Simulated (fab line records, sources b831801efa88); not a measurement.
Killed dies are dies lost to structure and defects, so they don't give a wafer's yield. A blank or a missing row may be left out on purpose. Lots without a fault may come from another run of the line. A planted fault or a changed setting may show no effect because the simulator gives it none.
fab line records | flow sky130
record lots=6 wafers=18 last_day=51
route steps=708 shown CONTACT@423 METAL1@434 PAD_OPEN@708
lots that met no fault: from a run of the same line without faults
start_h: hours from the record's first day to the start of the lot's first wafer shown | wait_h: hours since the lot's step before | " the same as in the row above | L1.1+2: a row that stands for several wafers | - no value, or no start given | * or withheld: withheld | < > ~ a bound
route shown NAME@n: a module of which the file shows steps, and the number in the route of the first | usual: mean/standard deviation of fault-free wafers | same: alike in all rows | chamber/n: place in a boat | sites: the reading at each site | _std_site: their standard deviation | _edge_site: outer sites' mean less inner sites' | radius_mm: how far each site lies from the wafer's centre | mask NAME#n: copy n | behind: the tool/chamber that last shaped the wafer | hold: why the lot was held/for how many hours/how that ended | device: the transistor (n, p or np) that didn't switch | end of line: the same wafers' tests at the end of the route | a step without rows: its recipe alone | killed: dies lost to structure and defects at the first sort, not the wafer's yield | map: a wafer's dies, x killed, . not, _ none there
set.NAME: the setting as run; set.NAME@STEP: as run at that earlier step | model.NAME: the simulator's own value behind a step, which no gauge read
lots at some steps of the route; a table a step, a row a wafer
services: from which hour (start_h, from the record's first day; less than 0 if before it) a tool's chamber was out of use, for how many hours, and why
## steps
# step SKY_CONTACT_ETCH_17
# recipe target=SiO2 chemistry=C4F8/O2/Ar stop_on=Si3N4 mask_material=KrF-thick source_w=1500 bias_w=1200 pressure_mtorr=40 c4f8_flow_sccm=withheld O2_flow_sccm=6 Ar_flow_sccm=300 time_s=withheld target_depth_a=3400
# step SKY_CONTACT_ETCH_18
# recipe target=Si3N4 chemistry=CHF3/O2 stop_on=TiN source_w=600 bias_w=200 pressure_mtorr=40 chf3_flow_sccm=50 O2_flow_sccm=5 time_s=39 target_depth_a=750
# usual drypump_motor_current_A=5.9/0.32 oes_product_au=0.854/0.0082 throttle_valve_pct=8.794/0.0098
# same time_s=39
# columns lot.wafer tool chamber start_h wait_h drypump_motor_current_A oes_product_au rf_hours_counter_h throttle_valve_pct
L591.1 rie_diel-02 3 - - 5.5 0.846 17 8.775
L591.3 " 2 " " 5.8 0.845 3 8.781
L591.4 " 1 " " 5.7 0.850 24 8.798
L595.1 rie_diel-04 1 - - 5.8 0.838 4 8.774
L595.2 " 2 " " 6.4 0.865 6 8.817
L595.4 " 0 " " 5.7 0.861 14 8.792
L599.1 rie_diel-03 1 - - 5.9 0.848 17 8.790
L599.4 " 0 " " 5.5 0.858 14 8.806
L599.6 " 3 " " 6.4 0.851 - 8.797
L600.3 rie_diel-04 0 - - 5.7 0.840 15 8.796
L600.4 " 2 " " 6.4 0.855 7 8.807
L600.6 " 3 " " 6.0 0.859 - 8.785
L601.1 rie_diel-04 0 - - 5.6 0.851 16 8.820
L601.2 " 1 " " 5.8 0.848 5 8.795
L601.5 " 3 " " 5.9 0.860 - 8.796
L609.1 rie_diel-02 0 - - 5.9 0.846 3 8.806
L609.5 " 3 " " 5.4 0.853 - 8.784
L609.6 " 2 " " 5.8 0.856 - 8.784
# step SKY_CONTACT_STRIP_19
# recipe chemistry=O2/N2 power_w=1400 pressure_mtorr=1500 platen_temp_c=withheld o2_flow_sccm=3000 n2_flow_sccm=300 overash_fraction=0.5
# step SKY_CONTACT_STRIP_20
# recipe chemistry=post_etch_residue_remover time_s=1200 temp_c=72.5
# step SKY_CONTACT_CLEAN_21
# recipe chemistry=IPA time_s=180 temp_c=25
# step SKY_CONTACT_CLEAN_22
# recipe chemistry=O3/DIW dry=n2_spin
# step SKY_CONTACT_SPUTTER_23
# recipe material=TiN target_thk_nm=20 chamber_pressure_pa=5 power_w=4000 time_s=80
# step SKY_CONTACT_CVD_24
# recipe material=W target_thk_nm=340 time_s=102.12 temp_c=400 pressure_torr=40
# usual heater_power_w=954/100
# same time_s=102.12
# columns lot.wafer tool chamber start_h wait_h heater_power_w
L591.1 cvd_w-02 0 773.37 0.0 868
L591.3 " 0 " " 888
L591.4 " 1 " " 1065
L595.1 cvd_w-02 0 797.86 0.0 895
L595.2 " 1 " " 1081
L595.4 " 0 " " 866
L599.1 cvd_w-01 0 835.43 0.0 1024
L599.4 " 0 " " 1032
L599.6 " 1 " " 840
L600.3 cvd_w-02 1 837.85 0.1 1037
L600.4 " 0 " " 885
L600.6 " 1 " " 1035
L601.1 cvd_w-02 0 840.97 0.0 901
L601.2 " 1 " " 1063
L601.5 " 0 " " 887
L609.1 cvd_w-02 1 939.58 0.0 1097
L609.5 " 1 " " 1077
L609.6 " 0 " " 899
# step SKY_CONTACT_RS_MEAS_25
# recipe thk_meas_gauge=four-point-probe reads=W_of_CONTACT_CVD_24+TiN_of_CONTACT_SPUTTER_23
# usual CONTACT_W_RS=0.336/0.0041
# columns lot.wafer tool chamber start_h wait_h CONTACT_W_RS[ohm/sq]
L591.1 film_metro-01 - 773.48 0.1 0.342
L591.3 " - " " 0.345
L591.4 " - " " 0.339
L595.1 film_metro-04 - 797.97 0.1 0.338
L595.2 " - " " 0.340
L595.4 " - " " 0.338
L599.1 film_metro-01 - 835.54 0.1 0.330
L599.4 " - " " 0.329
L599.6 " - " " 0.332
L600.3 film_metro-04 - 837.97 0.1 0.333
L600.4 " - " " 0.336
L600.6 " - " " 0.337
L601.1 film_metro-03 - 841.08 0.1 0.338
L601.2 " - " " 0.334
L601.5 " - " " 0.338
L609.1 film_metro-01 - 939.70 0.1 0.334
L609.5 " - " " 0.336
L609.6 " - " " 0.340
# step SKY_CONTACT_THK_MEAS_26
# recipe thk_meas_gauge=xrf reads=W_of_CONTACT_CVD_24
# usual CONTACT_W_THK=336/4.5
# columns lot.wafer tool chamber start_h wait_h CONTACT_W_THK[nm]
L591.1 film_metro-01 - 773.60 0.1 328
L591.3 " - " " 326
L591.4 " - " " 332
L595.1 film_metro-04 - 798.09 0.1 337
L595.2 " - " " 333
L595.4 " - " " 336
L599.1 film_metro-01 - 835.66 0.1 340
L599.4 " - " " 339
L599.6 " - " " 336
L600.3 film_metro-04 - 838.07 0.1 341
L600.4 " - " " 343
L600.6 " - " " 338
L601.1 film_metro-03 - 841.20 0.1 334
L601.2 " - " " 337
L601.5 " - " " 334
L609.1 film_metro-01 - 939.82 0.1 336
L609.5 " - " " 331
L609.6 " - " " 332
# step SKY_CONTACT_CMP_27
# recipe stop_on=SiO2 t_overpolish_s=15 down_force_psi=3.5 platen_rpm=60 target_thk_nm=0 pad_velocity_m_s=0.94248
# usual motor_current_A=11.5/1.1 overpolish_run_s=15.001/0.008 time_to_endpoint_s=83/3.9
# same t_overpolish_s=15
# columns lot.wafer tool chamber start_h wait_h motor_current_A overpolish_run_s time_to_endpoint_s
L591.3 cmp-01 1 773.66 0.0 14.0 15.000 77
L591.4 " 3 " " 9.6 15.005 81
L591.1 " 0 " " 12.8 15.006 80
L595.2 cmp-02 3 798.15 0.0 11.5 14.987 84
L595.1 " 0 " " 11.9 14.995 88
L595.4 " 2 " " 9.3 15.004 80
L599.4 cmp-02 2 835.77 0.1 9.5 14.999 83
L599.1 " 0 " " 11.7 15.012 86
L599.6 " 1 " " 11.8 15.008 81
L600.3 cmp-01 1 838.11 0.0 13.6 15.021 86
L600.4 " 3 " " 9.9 15.009 92
L600.6 " 1 " " 13.3 14.993 88
L601.1 cmp-02 2 841.26 0.1 10.1 15.009 75
L601.2 " 1 " " 12.1 14.988 78
L601.5 " 3 " " 10.6 14.983 83
L609.1 cmp-01 3 939.98 0.1 9.9 14.996 86
L609.6 " 1 " " 12.7 14.993 83
L609.5 " 2 " " 11.8 14.992 85
# step SKY_METAL1_SPUTTER_00
# recipe material=Ti target_thk_nm=15 power_w=3000 time_s=10 chamber_pressure_pa=0.3896
# usual throttle_valve_pct=29.5/1.1
# same time_s=10
# columns lot.wafer tool chamber start_h wait_h throttle_valve_pct
L591.1 pvd_sputter-02 - 773.96 0.1 27.1
L591.3 " - " " 29.2
L591.4 " - " " 30.0
L595.1 pvd_sputter-02 - 798.45 0.2 28.9
L595.2 " - " " 27.2
L595.4 " - " " 30.1
L599.1 pvd_sputter-02 - 836.02 0.1 29.3
L599.4 " - " " 29.1
L599.6 " - " " 29.6
L600.3 pvd_sputter-01 - 838.41 0.2 29.6
L600.4 " - " " 30.2
L600.6 " - " " 29.5
L601.1 pvd_sputter-02 - 841.56 0.2 29.3
L601.2 " - " " 29.1
L601.5 " - " " 27.1
L609.1 pvd_sputter-01 - 940.18 0.1 30.4
L609.5 " - " " 29.9
L609.6 " - " " 30.4
# step SKY_METAL1_SPUTTER_01
# recipe material=TiN target_thk_nm=20 power_w=6500 time_s=16.7 chamber_pressure_pa=0.4
# usual throttle_valve_pct=29.5/1.1
# columns lot.wafer tool chamber start_h wait_h throttle_valve_pct model.TiN_of_METAL1_SPUTTER_01.thk_nm
L591.1 pvd_sputter-02 - 773.98 0.0 27.2 19.67
L591.3 " - " " 29.0 19.83
L591.4 " - " " 29.7 19.37
L595.1 pvd_sputter-02 - 798.47 0.0 29.2 20.23
L595.2 " - " " 27.0 20.21
L595.4 " - " " 29.6 19.96
L599.1 pvd_sputter-02 - 836.05 0.0 29.3 10.14
L599.4 " - " " 29.2 10.1
L599.6 " - " " 29.5 10.13
L600.3 pvd_sputter-01 - 838.43 0.0 30.0 19.59
L600.4 " - " " 30.1 20.11
L600.6 " - " " 29.8 19.66
L601.1 pvd_sputter-02 - 841.58 0.0 29.7 9.96
L601.2 " - " " 29.2 10.02
L601.5 " - " " 27.0 10.23
L609.1 pvd_sputter-01 - 940.20 0.0 29.8 19.84
L609.5 " - " " 30.0 19.99
L609.6 " - " " 30.3 20.55
# step SKY_METAL1_SPUTTER_02
# recipe material=AlCu target_thk_nm=250 power_w=10600 time_s=13.3 chamber_pressure_pa=0.4
# usual throttle_valve_pct=29.5/1.1
# same time_s=13.3
# columns lot.wafer tool chamber start_h wait_h throttle_valve_pct
L591.1 pvd_sputter-02 - 774.00 0.0 27.1
L591.3 " - " " 29.3
L591.4 " - " " 29.8
L595.1 pvd_sputter-02 - 798.50 0.0 29.0
L595.2 " - " " 27.0
L595.4 " - " " 30.0
L599.1 pvd_sputter-02 - 836.07 0.0 29.3
L599.4 " - " " 29.5
L599.6 " - " " 29.4
L600.3 pvd_sputter-01 - 838.45 0.0 29.9
L600.4 " - " " 30.3
L600.6 " - " " 29.5
L601.1 pvd_sputter-02 - 841.61 0.0 29.6
L601.2 " - " " 28.9
L601.5 " - " " 27.0
L609.1 pvd_sputter-01 - 940.22 0.0 29.9
L609.5 " - " " 29.6
L609.6 " - " " 30.2
# step SKY_PAD_OPEN_PROBE_99
# usual defect_limited_yield=82.4/2 killed_at_M0_to_M3=43/6.8 killed_at_M4_up=3.1/1.8 killed_at_contacts=25/5.8 killed_at_front_end=15/4.2 killed_at_other=0.3/0.5 killed_dies=87/9.7 killed_on_rim=17/4.1 killed_open=47/7.3 killed_short=39/6.6 sort_bin_3_pad_short=0.9/0.37 sort_bin_5_function=10.4/1.4 sort_bin_6_memory=6.3/1.1 sort_n_pass=405/9.7 sort_yield_pct=82.4/2
# same gross_dies=492 killed_at_back_side=0 sort_bin_4_leakage[%]=0 sort_bin_8_speed[%]=0
# columns lot.wafer tool chamber start_h wait_h defect_limited_yield[%] killed_at_M0_to_M3 killed_at_M4_up killed_at_contacts killed_at_front_end killed_at_other killed_dies killed_on_rim killed_open killed_short sort_bin_3_pad_short[%] sort_bin_5_function[%] sort_bin_6_memory[%] sort_n_pass sort_yield_pct[%]
L595.1 prober-01 - 1120.05 0.1 80.5 42 3 33 18 0 96 30 50 46 0.4 12.4 6.7 396 80.5
L595.2 prober-01 - 1120.10 0.1 80.1 54 4 24 15 1 98 24 51 47 1.4 10.8 7.7 394 80.1
L595.4 prober-01 - 1120.20 0.2 84.1 37 2 23 16 0 78 19 42 36 0.8 10.4 4.7 414 84.1
L599.1 prober-01 - 1150.94 0.1 83.9 32 3 27 16 1 79 9 50 29 0.6 10.8 4.7 413 83.9
L599.4 prober-01 - 1151.09 0.2 81.5 41 4 31 15 0 91 16 45 46 0.4 11.0 7.1 401 81.5
L599.6 prober-01 - 1151.19 0.2 81.3 42 3 29 18 0 92 24 54 38 1.2 10.8 6.7 400 81.3
L600.3 prober-02 - 1155.66 0.2 82.3 40 5 31 11 0 87 12 44 43 2.0 9.8 5.9 405 82.3
L600.4 prober-02 - 1155.71 0.2 80.5 48 3 32 13 0 96 18 49 47 0.4 10.8 8.3 396 80.5
L600.6 prober-02 - 1155.81 0.2 78.7 56 3 31 15 0 105 17 53 52 1.0 13.2 7.1 387 78.7
L601.1 prober-01 - 1155.68 0.1 79.9 52 0 27 20 0 99 15 49 50 1.0 10.4 8.7 393 79.9
L601.2 prober-01 - 1155.73 0.1 81.3 51 1 21 18 1 92 21 51 41 0.8 11.6 6.3 400 81.3
L601.5 prober-01 - 1155.88 0.2 79.7 59 4 21 16 0 100 28 48 52 1.6 11.0 7.7 392 79.7
L609.1 prober-02 - 1216.91 0.1 80.5 63 5 15 13 0 96 15 55 40 1.0 12.0 6.5 396 80.5
L609.5 prober-02 - 1217.11 0.2 81.7 52 4 21 12 1 90 23 36 51 0.8 10.4 7.1 402 81.7
L609.6 prober-02 - 1217.16 0.2 78.3 49 6 35 17 0 107 27 48 59 1.2 13.0 7.5 385 78.3
# killed by level:class
L595.1 VIA2:geometric_particle:open=11 CONTACT:geometric_particle:short=8 CONTACT:geometric_particle:open=8 VIA1:geometric_particle:open=7 LI_CONTACT:geometric_particle:open=7 POLY_GATE:geometric_particle:open=5 LI_CONTACT:geometric_particle:short=5 METAL2:geometric_particle:short=5
L595.2 VIA1:geometric_particle:open=12 LI_CONTACT:geometric_particle:open=9 VIA1:geometric_particle:short=8 METAL2:geometric_particle:short=8 METAL1:geometric_particle:open=6 VIA3:geometric_particle:open=6 CONTACT:geometric_particle:open=5 POLY_GATE:geometric_particle:short=4
L595.4 VIA1:geometric_particle:open=9 CONTACT:geometric_particle:open=8 POLY_GATE:geometric_particle:open=5 LI_CONTACT:geometric_particle:open=5 VIA3:geometric_particle:open=5 VIA2:geometric_particle:short=4 POLY_GATE:geometric_particle:short=4 LOCAL_INTERCONNECT:geometric_particle:short=4
L599.1 CONTACT:geometric_particle:open=13 VIA3:geometric_particle:open=10 VIA1:geometric_particle:open=8 FIELD_ISO:geometric_particle:open=6 LI_CONTACT:geometric_particle:open=5 CONTACT:geometric_particle:short=5 VIA3:geometric_particle:short=5 POLY_GATE:geometric_particle:open=3
L599.4 CONTACT:geometric_particle:open=12 VIA1:geometric_particle:open=11 VIA3:geometric_particle:short=6 LI_CONTACT:geometric_particle:open=5 LOCAL_INTERCONNECT:geometric_particle:short=5 METAL1:geometric_particle:short=5 POLY_GATE:geometric_particle:short=4 LI_CONTACT:geometric_particle:short=4
L599.6 VIA1:geometric_particle:open=10 VIA2:geometric_particle:open=9 CONTACT:geometric_particle:open=8 LI_CONTACT:geometric_particle:open=8 CONTACT:geometric_particle:short=7 VIA3:geometric_particle:open=6 METAL2:geometric_particle:short=6 FIELD_ISO:geometric_particle:short=5
L600.3 CONTACT:geometric_particle:open=9 METAL2:geometric_particle:short=8 LI_CONTACT:geometric_particle:open=8 VIA1:geometric_particle:open=7 METAL1:geometric_particle:short=6 LI_CONTACT:geometric_particle:short=5 CONTACT:geometric_particle:short=5 POLY_GATE:geometric_particle:open=4
L601.1 VIA1:geometric_particle:open=21 CONTACT:geometric_particle:open=7 FIELD_ISO:geometric_particle:short=6 LI_CONTACT:geometric_particle:open=6 LOCAL_INTERCONNECT:geometric_particle:short=6 CONTACT:geometric_particle:short=6 METAL1:geometric_particle:short=6 METAL2:geometric_particle:short=6
L600.4 VIA1:geometric_particle:open=12 CONTACT:geometric_particle:short=10 LI_CONTACT:geometric_particle:open=8 VIA2:geometric_particle:open=6 METAL1:geometric_particle:short=6 VIA3:geometric_particle:open=6 METAL2:geometric_particle:short=5 LI_CONTACT:geometric_particle:short=5
L601.2 VIA1:geometric_particle:open=16 CONTACT:geometric_particle:open=8 VIA3:geometric_particle:open=7 POLY_GATE:geometric_particle:short=6 METAL1:geometric_particle:short=5 METAL2:geometric_particle:short=5 FIELD_ISO:geometric_particle:open=4 LOCAL_INTERCONNECT:geometric_particle:short=4
L600.6 VIA1:geometric_particle:open=15 VIA3:geometric_particle:open=11 CONTACT:geometric_particle:open=9 METAL2:geometric_particle:short=9 LI_CONTACT:geometric_particle:short=6 LI_CONTACT:geometric_particle:open=6 VIA1:geometric_particle:short=6 VIA2:geometric_particle:open=6
L601.5 METAL2:geometric_particle:short=11 VIA1:geometric_particle:open=9 CONTACT:geometric_particle:open=9 FIELD_ISO:geometric_particle:short=8 VIA2:geometric_particle:open=8 METAL1:geometric_particle:short=7 METAL3:geometric_particle:short=5 VIA1:geometric_particle:short=5
L609.1 VIA3:geometric_particle:open=16 VIA1:geometric_particle:open=11 METAL1:geometric_particle:short=10 VIA2:geometric_particle:open=8 METAL2:geometric_particle:short=7 CONTACT:geometric_particle:open=6 POLY_GATE:geometric_particle:short=4 LI_CONTACT:geometric_particle:open=4
L609.5 VIA1:geometric_particle:open=10 METAL1:geometric_particle:short=9 LI_CONTACT:geometric_particle:open=7 VIA1:geometric_particle:short=6 VIA3:geometric_particle:short=6 CONTACT:geometric_particle:open=5 METAL2:geometric_particle:short=5 VIA2:geometric_particle:short=4
L609.6 LI_CONTACT:geometric_particle:open=12 VIA1:geometric_particle:open=11 METAL1:geometric_particle:short=10 LOCAL_INTERCONNECT:geometric_particle:short=8 CONTACT:geometric_particle:short=7 CONTACT:geometric_particle:open=6 VIA2:geometric_particle:open=6 FIELD_ISO:geometric_particle:short=5
## services
# columns tool chamber start_h hours kind
cmp-01 - 753.75 0.5 repair
cmp-01 - 754.23 2.7 repair
rie_diel-04 0 765.69 6.6 repair
cmp-02 - 777.26 5.2 pm
rie_diel-02 3 790.15 6.4 repair
cvd_w-02 - 799.67 2.8 pm
rie_diel-04 - 805.43 0.8 repair
cmp-02 - 809.74 2.5 repair
pvd_sputter-01 - 818.93 2.9 repair
rie_diel-04 - 819.53 0.8 repair
pvd_sputter-02 - 820.47 1.4 repair
rie_diel-02 3 839.92 6.0 repair
rie_diel-02 - 840.00 0.2 repair
cmp-01 - 843.77 1.6 repair
cmp-01 - 848.98 0.4 repair
cmp-01 - 850.55 4.6 pm
cvd_w-02 - 856.38 1.2 repair
cmp-02 - 861.64 0.3 repair
pvd_sputter-01 - 874.92 3.5 repair
rie_diel-04 2 893.15 5.9 repair
cmp-01 - 912.00 4.0 pm
rie_diel-02 1 919.02 6.1 repair
pvd_sputter-02 - 919.42 3.8 repair
cmp-01 - 932.08 5.5 pm
## key
first_sign none at tools or gauges
model_effect step=SKY_METAL1_SPUTTER_01 value=TiN_of_METAL1_SPUTTER_01.thk_nm without=19.87 struck=10.1
met_at SKY_METAL1_SPUTTER_01
struck_wafers L599.1,L599.4,L599.6,L601.1,L601.2,L601.5
onset_between 798.47 836.05
also_fits SKY_CONTACT_CMP_27:cmp-02,SKY_METAL1_SPUTTER_00:pvd_sputter-02
fault kind=process_parameter_drift tool=pvd_sputter-02 chamber=- onset_h=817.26 steps=SKY_METAL1_SPUTTER_01 channel=target_thk_nm offset=-9.7704 shape=step end_h=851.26 acts_in=these_recipes_only stated=20
